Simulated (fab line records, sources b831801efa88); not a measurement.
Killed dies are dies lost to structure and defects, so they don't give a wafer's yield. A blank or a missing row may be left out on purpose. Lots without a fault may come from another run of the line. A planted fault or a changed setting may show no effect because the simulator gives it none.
Which tool did it? | flow sky130 | 14 lots, 42 wafers sampled, at 5 steps of a route of 708

WHAT THE GAUGES READ, wafer by wafer
SKY_METAL1_THK_MEAS_06: measures by xrf. Usual: METAL1_ALCU_THK 252 nm, standard deviation 3.9.
lot  | measured     | on            | METAL1_ALCU_THK (nm) | flag
L622 | day 31 22:34 | film_metro-02 | 257 251 256          |
L624 | day 32 20:29 | film_metro-02 | 254 248 254          |
L626 | day 33 20:10 | film_metro-04 | 253 255 255          |
L635 | day 36 08:19 | film_metro-02 | 295 293 292          | OFF
L636 | day 37 01:35 | film_metro-02 | 287 293 284          | OFF
L637 | day 37 06:36 | film_metro-04 | 253 253 253          |
L638 | day 37 10:04 | film_metro-02 | 246 252 247          |
L639 | day 37 12:43 | film_metro-01 | 251 248 251          |
L640 | day 37 19:31 | film_metro-04 | 249 250 253          |
L642 | day 38 04:38 | film_metro-02 | 245 250 251          |
L641 | day 38 07:22 | film_metro-01 | 243 250 245          |
L643 | day 38 18:31 | film_metro-04 | 255 255 256          |
L644 | day 38 22:40 | film_metro-01 | 247 245 253          |
L645 | day 39 00:17 | film_metro-02 | 257 256 259          |

WHICH TOOL RAN EACH LOT (tool, then ch and the chambers of the sampled wafers, then the start)
lot  | SKY_CONTACT_CMP_04            | SKY_METAL1_SPUTTER_01        | SKY_METAL1_SPUTTER_02        | SKY_METAL1_SPUTTER_04
L622 | cmp-02 ch 0,2, day 30 16:02   | pvd_sputter-03, day 31 22:20 | pvd_sputter-03, day 31 22:22 | pvd_sputter-03, day 31 22:24
L624 | cmp-02 ch 0,1, day 31 14:15   | pvd_sputter-01, day 32 20:14 | pvd_sputter-01, day 32 20:16 | pvd_sputter-01, day 32 20:18
L626 | cmp-01 ch 0,1,3, day 32 14:38 | pvd_sputter-03, day 33 19:56 | pvd_sputter-03, day 33 19:57 | pvd_sputter-03, day 33 19:59
L635 | cmp-01 ch 0,1,3, day 35 03:50 | pvd_sputter-03, day 36 08:04 | pvd_sputter-03, day 36 08:06 | pvd_sputter-03, day 36 08:09
L636 | cmp-02 ch 0,1,3, day 35 20:57 | pvd_sputter-01, day 37 01:21 | pvd_sputter-01, day 37 01:22 | pvd_sputter-01, day 37 01:25
L637 | cmp-01 ch 1,2, day 36 02:34   | pvd_sputter-02, day 37 06:21 | pvd_sputter-02, day 37 06:22 | pvd_sputter-02, day 37 06:25
L638 | cmp-01 ch 0,3, day 36 05:44   | pvd_sputter-01, day 37 09:50 | pvd_sputter-01, day 37 09:52 | pvd_sputter-01, day 37 09:54
L639 | cmp-02 ch 0,1,3, day 36 08:37 | pvd_sputter-02, day 37 12:28 | pvd_sputter-02, day 37 12:30 | pvd_sputter-02, day 37 12:32
L640 | cmp-01 ch 0,1,3, day 36 16:04 | pvd_sputter-02, day 37 19:17 | pvd_sputter-02, day 37 19:19 | pvd_sputter-02, day 37 19:21
L642 | cmp-01 ch 0,1, day 37 01:48   | pvd_sputter-01, day 38 04:24 | pvd_sputter-01, day 38 04:25 | pvd_sputter-01, day 38 04:28
L641 | cmp-02 ch 1,2, day 37 05:07   | pvd_sputter-01, day 38 07:08 | pvd_sputter-01, day 38 07:10 | pvd_sputter-01, day 38 07:12
L643 | cmp-02 ch 0,1,3, day 37 15:17 | pvd_sputter-03, day 38 18:17 | pvd_sputter-03, day 38 18:18 | pvd_sputter-03, day 38 18:20
L644 | cmp-02 ch 0,1,3, day 37 18:38 | pvd_sputter-01, day 38 22:26 | pvd_sputter-01, day 38 22:28 | pvd_sputter-01, day 38 22:30
L645 | cmp-01 ch 0,1,2, day 37 19:47 | pvd_sputter-02, day 39 00:03 | pvd_sputter-02, day 39 00:04 | pvd_sputter-02, day 39 00:07
- SKY_CONTACT_CMP_04: polishes SiO2.
- SKY_METAL1_SPUTTER_01: material TiN, target thk 20 nm, time 16.7 s.
- SKY_METAL1_SPUTTER_02: material AlCu, target thk 250 nm, time 13.3 s.
- SKY_METAL1_SPUTTER_04: material TiN, target thk 70 nm, time 58.3 s.

WHAT THE TOOLS THEMSELVES READ (means of the sampled wafers that have a number; where no wafer has one, the mark that the record gives instead)
SKY_CONTACT_CMP_04. Usual: motor_current_A 12.2 A, standard deviation 1.7; slurry_flow_ml_min 150.0, standard deviation 0.48; time_to_endpoint_s 84 s, standard deviation 6.2.
lot  | tool   | motor_current_A (A) | slurry_flow_ml_min | time_to_endpoint_s (s) | flag
L622 | cmp-02 | 14.3                | 150.2              | 76                     |
L624 | cmp-02 | 11.6                | 150.2              | 76                     |
L626 | cmp-01 | 11.0                | 150.0              | 84                     |
L635 | cmp-01 | 11.4                | 150.2              | 87                     |
L636 | cmp-02 | 11.9                | 150.0              | 82                     |
L637 | cmp-01 | 11.8                | 149.8              | 85                     |
L638 | cmp-01 | 11.7                | 150.0              | 83                     |
L639 | cmp-02 | 12.2                | 150.5              | 85                     |
L640 | cmp-01 | 11.1                | 150.5              | 83                     |
L642 | cmp-01 | 11.9                | 150.1              | 80                     |
L641 | cmp-02 | 13.8                | 150.2              | 91                     |
L643 | cmp-02 | 11.8                | 150.1              | 84                     |
L644 | cmp-02 | 11.8                | 149.4              | 83                     |
L645 | cmp-01 | 12.0                | 149.7              | 87                     |

SKY_METAL1_SPUTTER_01. Usual: cathode_dc_power_W 6500.0 W, standard deviation 1.1; chamber_pressure_pa 0.3999 Pa, standard deviation 0.00086; throttle_valve_pct 29.9 %, standard deviation 0.83.
lot  | tool           | cathode_dc_power_W (W) | chamber_pressure_pa (Pa) | throttle_valve_pct (%) | flag
L622 | pvd_sputter-03 | 6500.2                 | 0.4006                   | 30.2                   |
L624 | pvd_sputter-01 | 6499.8                 | 0.4016                   | 29.2                   |
L626 | pvd_sputter-03 | 6500.5                 | 0.4004                   | 30.2                   |
L635 | pvd_sputter-03 | 6500.4                 | 0.3995                   | 30.1                   |
L636 | pvd_sputter-01 | 6501.3                 | 0.3998                   | 29.5                   |
L637 | pvd_sputter-02 | 6499.8                 | 0.4002                   | 30.6                   |
L638 | pvd_sputter-01 | 6499.1                 | 0.4001                   | 29.4                   |
L639 | pvd_sputter-02 | 6500.3                 | 0.3997                   | 30.5                   |
L640 | pvd_sputter-02 | 6500.2                 | 0.4001                   | 30.6                   |
L642 | pvd_sputter-01 | 6499.7                 | 0.4003                   | 29.7                   |
L641 | pvd_sputter-01 | 6499.6                 | 0.3994                   | 29.6                   |
L643 | pvd_sputter-03 | 6500.5                 | 0.3992                   | 29.5                   |
L644 | pvd_sputter-01 | 6500.6                 | 0.4001                   | 29.5                   |
L645 | pvd_sputter-02 | 6500.6                 | 0.4000                   | 30.6                   |

SKY_METAL1_SPUTTER_02. Usual: cathode_dc_power_W 10600 W, standard deviation 2.1; chamber_pressure_pa 0.4000 Pa, standard deviation 0.00083; throttle_valve_pct 29.9 %, standard deviation 0.84.
lot  | tool           | cathode_dc_power_W (W) | chamber_pressure_pa (Pa) | throttle_valve_pct (%) | flag
L622 | pvd_sputter-03 | 10599                  | 0.4005                   | 30.1                   |
L624 | pvd_sputter-01 | 10602                  | 0.3990                   | 29.6                   |
L626 | pvd_sputter-03 | 10602                  | 0.4001                   | 30.1                   |
L635 | pvd_sputter-03 | 10598                  | 0.3998                   | 30.1                   |
L636 | pvd_sputter-01 | 10598                  | 0.4010                   | 29.5                   |
L637 | pvd_sputter-02 | 10602                  | 0.4000                   | 30.5                   |
L638 | pvd_sputter-01 | 10601                  | 0.4003                   | 29.5                   |
L639 | pvd_sputter-02 | 10600                  | 0.3998                   | 30.5                   |
L640 | pvd_sputter-02 | 10601                  | 0.3997                   | 30.6                   |
L642 | pvd_sputter-01 | 10599                  | 0.4001                   | 29.5                   |
L641 | pvd_sputter-01 | 10601                  | 0.4006                   | 29.5                   |
L643 | pvd_sputter-03 | 10600                  | 0.4006                   | 29.6                   |
L644 | pvd_sputter-01 | 10602                  | 0.4009                   | 29.5                   |
L645 | pvd_sputter-02 | 10600                  | 0.4001                   | 30.7                   |

SKY_METAL1_SPUTTER_04. Usual: cathode_dc_power_W 6500.0 W, standard deviation 1.2; chamber_pressure_pa 0.4000 Pa, standard deviation 0.00082; throttle_valve_pct 29.9 %, standard deviation 0.86.
lot  | tool           | cathode_dc_power_W (W) | chamber_pressure_pa (Pa) | throttle_valve_pct (%) | flag
L622 | pvd_sputter-03 | 6500.1                 | 0.3997                   | 30.2                   |
L624 | pvd_sputter-01 | 6500.2                 | 0.4003                   | 29.6                   |
L626 | pvd_sputter-03 | 6501.3                 | 0.4008                   | 30.1                   |
L635 | pvd_sputter-03 | -                      | -                        | -                      | OFF
L636 | pvd_sputter-01 | -                      | -                        | -                      | OFF
L637 | pvd_sputter-02 | 6499.9                 | 0.3992                   | 30.6                   |
L638 | pvd_sputter-01 | 6500.0                 | 0.3995                   | 29.3                   |
L639 | pvd_sputter-02 | 6501.9                 | 0.3998                   | 30.6                   |
L640 | pvd_sputter-02 | 6500.5                 | 0.3998                   | 30.7                   |
L642 | pvd_sputter-01 | 6500.5                 | 0.3998                   | 29.7                   |
L641 | pvd_sputter-01 | 6501.2                 | 0.3998                   | 29.4                   |
L643 | pvd_sputter-03 | 6500.0                 | 0.3992                   | 29.4                   |
L644 | pvd_sputter-01 | 6498.6                 | 0.4004                   | 29.5                   |
L645 | pvd_sputter-02 | 6500.2                 | 0.3995                   | 30.6                   |

THE ANSWER, worked out from the rows above alone
Rule: a lot is off if the mean of its wafers that have a number lies more than 3 standard deviations from the usual mean. A lot without any number at a reading at which 4 lots or more have one is off too. The other lots that the step has rows for count as sound. The gauges are gone through in route order, then the tools' own readings, and for those a lot's mean is taken as printed above. The first step at which some lot is off is used, and at that step the reading that is off furthest; a lot without a number counts as furthest.
Off: L635, L636, at SKY_METAL1_THK_MEAS_06 (METAL1_ALCU_THK).
A tool fits if, at a process step before that reading, it ran every lot that is off, and no sound lot after the first of them. The gauges at SKY_METAL1_THK_MEAS_06 aren't tried: what is off there is off at SKY_METAL1_SPUTTER_04 too, on other tools, and a gauge's error can't cause that. None of those tried fits.

WHAT THE SIMULATOR HAD PUT IN
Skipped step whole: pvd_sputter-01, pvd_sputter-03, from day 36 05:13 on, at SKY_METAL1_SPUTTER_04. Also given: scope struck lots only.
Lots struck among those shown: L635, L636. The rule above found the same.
